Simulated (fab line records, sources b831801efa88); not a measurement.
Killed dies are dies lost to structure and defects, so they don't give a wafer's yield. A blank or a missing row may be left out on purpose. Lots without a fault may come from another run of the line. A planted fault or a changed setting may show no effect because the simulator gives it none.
A struck lot beside a sound one | flow sfq_line | 18 steps out of a route of 325
Sound: wafers L605.1, L605.2, L605.4. Struck: wafers L611.1, L611.3, L611.4. The cause comes at the end.
At each step with rows: each side's tool, then ch and its chambers, then its first start. Under that, the readings that differ: sound wafers | struck wafers | difference of the means | sigmas: that difference in standard deviations of wafers without a fault.
alike: readings whose means differ by less than 2 such deviations, and words and numbers that are the same on both sides. not compared: withheld readings, readings that some wafer has no value for, bounds like >300 that may hide the same value, and numbers for which the record gives no deviation and whose values overlap.
The two part at a step that has a row with sigmas, a row that says differs or no value, or rows on one side only. Numbers that don't overlap but have no deviation are shown without sigmas and don't part them. A reading that every wafer of one side lacks parts them only if that side has two wafers or more.

SFQ_TRILAYER_M3_BARC_OPEN_METAL_ETCH_100: etches BARC in O2, target depth 125 nm, time 41.7 s.
  sound on rie_metal-02 ch 0,1, day 36 08:48; struck on rie_metal-02 ch 0,1, day 38 20:39
  alike: drypump_motor_current_A, oes_product_au
  not compared: rf_hours_counter_h
then, 1 step without rows for these wafers: SFQ_TRILAYER_M3_ETCH_METAL_ETCH_078 (etches Nb in Cl2/Ar, stops on SiO2, target depth 240 nm, time 120 s).
SFQ_TRILAYER_M3_STRIP_STRIP_079: strips in O2.
  sound on rie_metal-02 ch 0,1, day 36 08:59; struck on rie_metal-02 ch 0,1, day 38 20:50
  alike: drypump_motor_current_A, oes_product_au, platen_temp_c
  not compared: rf_hours_counter_h
then, 1 step without rows for these wafers: SFQ_TRILAYER_M3_STRIP_SOLV_CLEAN_080 (cleans in NMP, time 600 s).
SFQ_TRILAYER_I3_DEP_PECVD_081: deposits SiO2 from SiH4/N2O, time 111.11 s, target thk 500 nm.
  sound on pecvd-02 ch 0,1, day 36 09:46; struck on pecvd-03 ch 0,2, day 38 21:37
  reading            | sound    | struck     | difference | sigmas
  heater_power_w (W) | 66 77 69 | 96 111 112 | +36        | +2
  alike: throttle_valve_pct
then, 1 step without rows for these wafers: SFQ_TRILAYER_I3_CMP_CMP_082 (polishes SiO2).
SFQ_I3_BOW_MEAS_922:
  sound on film_metro-04, day 38 03:56; struck on film_metro-01, day 40 12:52
  reading     | sound     | struck  | difference | sigmas
  I3_BOW (um) | -13 -5 -7 | 4 15 17 | +20        | +2
SFQ_TRILAYER_I3_METRO_MEASURE_083:
  sound on film_metro-04, day 38 04:04; struck on film_metro-01, day 40 12:59
  alike: thk_nm
then, 4 steps without rows for these wafers: SFQ_TRILAYER_I3_VIA_LITHO_COAT_090 (resist thk 62 nm); SFQ_TRILAYER_I3_VIA_LITHO_COAT_085 (resist thk 650 nm); SFQ_TRILAYER_I3_VIA_LITHO_SOFTBAKE_089; SFQ_TRILAYER_I3_VIA_LITHO_EXPOSE_086 (exposes mask I3, target cd 500 nm).
-- the record jumps here: 6 days lie between the struck wafers' starts before and after --
SFQ_TRILAYER_I3_VIA_LITHO_PEB_088: peb time 60 s.
  sound on litho_track-04 ch 0, day 43 18:20; struck on litho_track-03 ch 0, day 46 15:07
then, 1 step without rows for these wafers: SFQ_TRILAYER_I3_VIA_LITHO_DEVELOP_087 (time 60 s).
SFQ_I3_OVL_MEAS_923:
  sound on overlay-01, day 43 18:38; struck on overlay-02, day 46 15:25
  alike: I3_OVL
SFQ_TRILAYER_I3_VIA_BARC_OPEN_VIA_ETCH_121: etches BARC in O2, target depth 125 nm, time 41.7 s.
  sound on rie_diel-04 ch 0,1,3, day 43 18:40; struck on rie_diel-04 ch 0,1, day 46 15:27
  reading             | sound           | struck            | difference | sigmas
  model.I3.cd_nm (nm) | 499.2 499 501.8 | 534.4 532.7 534.4 | +33.8      |
  alike: drypump_motor_current_A, oes_product_au
  not compared: rf_hours_counter_h
SFQ_TRILAYER_I3_VIA_ETCH_VIA_ETCH_088: etches SiO2 in CHF3, stops on Nb, target depth 260 nm.
  sound on rie_diel-04 ch 0,1,3, day 43 18:43; struck on rie_diel-04 ch 0,1, day 46 15:29
  reading             | sound           | struck          | difference | sigmas
  model.I3.cd_nm (nm) | 501.1 500 503.9 | 533.6 533.3 535 | +32.3      |
  alike: drypump_motor_current_A, oes_product_au
SFQ_TRILAYER_I3_VIA_STRIP_STRIP_089: strips in O2.
  sound on rie_metal-03 ch 0,1, day 43 18:50; struck on rie_metal-04 ch 0,1, day 46 15:36
  alike: drypump_motor_current_A, oes_product_au, platen_temp_c
  not compared: rf_hours_counter_h

WHERE THEY PART
First at SFQ_TRILAYER_I3_DEP_PECVD_081; last, within this record, at SFQ_I3_BOW_MEAS_922. Later steps at which nothing parts them and some readings are alike: SFQ_TRILAYER_I3_METRO_MEASURE_083, SFQ_I3_OVL_MEAS_923, SFQ_TRILAYER_I3_VIA_BARC_OPEN_VIA_ETCH_121, SFQ_TRILAYER_I3_VIA_ETCH_VIA_ETCH_088, SFQ_TRILAYER_I3_VIA_STRIP_STRIP_089.

WHY: what the simulator had put in
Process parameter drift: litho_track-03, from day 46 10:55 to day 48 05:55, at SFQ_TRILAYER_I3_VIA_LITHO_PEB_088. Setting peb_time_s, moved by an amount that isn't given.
